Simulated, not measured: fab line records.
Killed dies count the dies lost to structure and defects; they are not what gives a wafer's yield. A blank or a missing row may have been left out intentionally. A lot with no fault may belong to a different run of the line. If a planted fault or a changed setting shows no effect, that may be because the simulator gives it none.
A lot that was struck, set against a sound lot ; flow gf180mcu ; 19 out of 602 route steps
Sound: wafers L938.1, L938.5, L938.6. Wafers struck: L956.3, L956.5, L956.6. At the end, the cause is stated.
Per side, at each step with rows, come the tool, then ch with its chambers, and then its first start. Under that, the readings that differ: sound wafers ; struck wafers ; difference of the means ; sigmas: that difference in standard deviations of wafers without a fault.
alike: a reading whose means differ by less than 2 such deviations, as well as words and numbers matching on both sides. not compared: withheld readings; readings where some wafer has no value; bounds like >300 that might hide an equal value; numbers whose values overlap and for which the record gives no deviation.
A row with sigmas, a row that says differs or no value, or rows on one side alone: a step with any of these is where the two part. Non-overlapping numbers with no deviation appear without sigmas and do not part them. A reading that every wafer of one side lacks parts them only if that side has two wafers or more.

first, 2 steps without rows for these wafers: GF_DUAL_GATE_PEB_09; GF_DUAL_GATE_DEVELOP_10 (develop time 60 s).
GF_DUAL_GATE_OVL_MEAS_11:
  struck on overlay-02, day 13 16:31; sound on overlay-02, day 8 01:34
  alike: DUAL_GATE_OVL
then, 1 step without rows for these wafers: GF_DUAL_GATE_WET_ETCH_12 (etches SiO2 in dHF, target depth 13 nm, time 260 s).
GF_DUAL_GATE_STRIP_13: strips in O2/N2.
  sound on plasma-asher-03 ch 0,1, day 8 01:41; struck on plasma-asher-03 ch 0,1, day 13 16:40
  alike: drypump-motor-current-A, heater-power-w, oes-product-au, strip-time-to-endpoint-s
  not compared: rf-hours-counter-h
then, 3 steps without rows for these wafers: GF_DUAL_GATE_CLEAN_14 (cleans in SC1/SC2, time 150 s); GF_DUAL_GATE_OXIDATION_15 (stabilise 600 s, purge 300 s, target thk 7.098 nm); GF_POLY_GATE_CVD_00 (deposits poly-Si, target thk 200 nm, time 1200 s).
GF_POLY_GATE_THK_MEAS_01:
  struck on film-metro-01, day 13 19:41; sound on film-metro-03, day 8 05:47
  alike: POLY_GATE_CVD_00_THK
then, 3 steps without rows for these wafers: GF_POLY_GATE_DEHYDRATE_02 (time 60 s); GF_POLY_GATE_HMDS_03 (prime time 60 s); GF_POLY_GATE_COAT_04.
GF_POLY_GATE_COAT_05: resist thk 700 nm.
  sound on litho-track-03 ch 0, day 8 13:00; struck on litho-track-01 ch 0, day 14 05:00
reading;sound;struck;difference;sigmas
model.KrF_of_POLY_GATE_COAT_05.thk-nm (nm);701.1 702.8 700.3;713.5 713.5 713.1;+12.0;
then, 3 steps without rows for these wafers: GF_POLY_GATE_SOFTBAKE_06 (time 60 s); GF_POLY_GATE_EXPOSE_07 (exposes mask Poly2, target cd 280 nm); GF_POLY_GATE_PEB_08 (peb time 90 s).
GF_POLY_GATE_DEVELOP_09: develop time 60 s.
  sound on litho-track-01 ch 0, day 8 22:56; struck on litho-track-01 ch 0, day 14 16:08
reading;sound;struck;difference;sigmas
model.KrF_of_POLY_GATE_COAT_05.thk-nm (nm);686.2 687.9 685.4;698.6 698.5 698.2;+11.9;
GF_POLY_GATE_CD_MEAS_10: target cd 280 nm.
  struck on cd-sem-02, day 14 16:16; sound on cd-sem-02, day 8 23:05
  alike: cd-nm
-- record jumps: 19 days separate the struck wafers' starts on either side; left off in module POLY_GATE, taken up again in module PASSIVATION, whose first shown step is the route's number 602 --
GF_PASSIVATION_PROBE_99:
  only the struck wafers here have rows in the record (prober-02, day 33 23:31); the sound ones have none

== WHERE THEY PART ==
GF_PASSIVATION_PROBE_99 only, going by this record.

WHY: what the simulator had put in
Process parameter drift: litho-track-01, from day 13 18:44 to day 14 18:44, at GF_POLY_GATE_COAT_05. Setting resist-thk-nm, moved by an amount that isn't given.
